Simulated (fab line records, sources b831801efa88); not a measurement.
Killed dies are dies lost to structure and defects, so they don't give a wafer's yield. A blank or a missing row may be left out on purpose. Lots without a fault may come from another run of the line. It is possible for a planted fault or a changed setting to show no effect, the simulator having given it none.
Comparing a struck lot with a sound one || flow gf180mcu || 23 out of 602 route steps
Sound: wafers L748.2, L748.4, L748.6. Struck: wafer L768.5 (left out: L768.3, L768.6 of the same lot, which were not struck); the cause appears at the end.
Per side, at each step with rows, come the tool, then ch with its chambers, and then its first start. Under that, the readings that differ: sound wafers || struck wafers || difference of the means || sigmas: that difference in standard deviations of wafers without a fault.
alike: readings with means less than 2 such deviations apart, plus words and numbers identical on both sides. not compared: withheld readings, readings lacking a value on some wafer, bounds such as >300 that could conceal the same value, and numbers that have no deviation in the record and whose values overlap.
The two part at a step that has a row with sigmas, a row that says differs or no value, or rows on one side only. Numbers that have no deviation but don't overlap get no sigmas and don't part them. Lack of a reading on every wafer of one side parts them only where that side has two or more wafers.

first, 2 steps without rows for these wafers: GF_HV_LDD_PEB_29; GF_HV_LDD_DEVELOP_30 (develop time 60 s).
GF_HV_LDD_CD_MEAS_31: target cd 400 nm.
  struck on cdSem-01, day 18 07:21; sound on cdSem-02, day 11 16:51
{"reading": "cdNm (nm)", "sound": "400.9 402.6 401.6", "struck": 395.8, "difference": -5.9, "sigmas": -2}
GF_HV_LDD_OVL_MEAS_32:
  struck on overlay-01, day 18 07:26; sound on overlay-02, day 11 16:58
  alike: HV_LDD_02_OVL
then, 4 steps without rows for these wafers: GF_HV_LDD_IMPLANT_33; GF_HV_LDD_IMPLANT_34; GF_HV_LDD_IMPLANT_35; GF_HV_LDD_IMPLANT_36.
GF_HV_LDD_STRIP_37: strips in O2/N2.
  sound on plasmaAsher-03 ch 0, day 11 17:35; struck on plasmaAsher-03 ch 1, day 18 08:06
{"reading": "heaterPowerW (W)", "sound": "270 264 268", "struck": 336, "difference": "+69", "sigmas": "+3"}
  alike: drypumpMotorCurrentA, oesProductAu, stripTimeToEndpointS
  not compared: rfHoursCounterH
GF_HV_LDD_TW_MEAS_38:
  struck on filmMetro-04, day 18 08:11; sound on filmMetro-02, day 11 17:42
  alike: HV_LDD_3_TW
then, 2 steps without rows for these wafers: GF_HV_LDD_DEHYDRATE_39 (time 60 s); GF_HV_LDD_HMDS_40 (prime time 60 s).
GF_HV_LDD_COAT_41: resist thk 1000 nm.
  sound on lithoTrack-04 ch 0, day 12 02:41; struck on lithoTrack-04 ch 0, day 18 20:04
{"reading": "model.NOVOLAK_of_HV_LDD_COAT_41.thkNm (nm)", "sound": "1001 1001 998.7", "struck": 396, "difference": -604, "sigmas": ""}
then, 3 steps without rows for these wafers: GF_HV_LDD_SOFTBAKE_42 (time 60 s); GF_HV_LDD_EXPOSE_43 (exposes mask Pplus HV AREA, target cd 400 nm); GF_HV_LDD_PEB_44.
GF_HV_LDD_DEVELOP_45: develop time 60 s.
  sound on lithoTrack-04 ch 0, day 12 12:14; struck on lithoTrack-02 ch 0, day 19 08:10
{"reading": "model.NOVOLAK_of_HV_LDD_COAT_41.thkNm (nm)", "sound": "1001 1001 998.3", "struck": 395.6, "difference": -604.5, "sigmas": ""}
GF_HV_LDD_CD_MEAS_46: target cd 400 nm.
  struck on cdSem-02, day 19 08:19; sound on cdSem-01, day 12 12:23
{"reading": "cdNm (nm)", "sound": "400.9 400.8 401.5", "struck": 487.3, "difference": "+86.2", "sigmas": "+36"}
GF_HV_LDD_OVL_MEAS_47:
  struck on overlay-02, day 19 08:25; sound on overlay-02, day 12 12:29
  alike: HV_LDD_03_OVL
then, 1 step without rows for these wafers: GF_HV_LDD_IMPLANT_48.
GF_HV_LDD_STRIP_49: strips in O2/N2.
  sound on plasmaAsher-04 ch 0,1, day 12 12:40; struck on plasmaAsher-01 ch 1, day 19 08:37
{"reading": "oesProductAu (a.u.)", "sound": "0.720 0.713 0.712", "struck": 0.463, "difference": -0.252, "sigmas": -55}
{"reading": "stripTimeToEndpointS (s)", "sound": "12.65 12.63 12.60", "struck": 5.37, "difference": -7.26, "sigmas": "-99 or more"}
  alike: drypumpMotorCurrentA, heaterPowerW
  not compared: rfHoursCounterH
GF_HV_LDD_TW_MEAS_50:
  struck on filmMetro-03, day 19 08:42; sound on filmMetro-03, day 12 12:47
  alike: HV_LDD_4_TW
-- record jumps: 15 days separate the struck wafers' starts on either side; left off in module HV_LDD, taken up again in module PASSIVATION, whose first shown step is the route's number 602 --
GF_PASSIVATION_PROBE_99:
  only the struck wafers here have rows in the record (prober-02, day 34 11:55); the sound ones have none

== WHERE THEY PART ==
Earliest at GF_HV_LDD_CD_MEAS_31; latest, in this record, at GF_PASSIVATION_PROBE_99.

WHY: whatever the simulator had introduced
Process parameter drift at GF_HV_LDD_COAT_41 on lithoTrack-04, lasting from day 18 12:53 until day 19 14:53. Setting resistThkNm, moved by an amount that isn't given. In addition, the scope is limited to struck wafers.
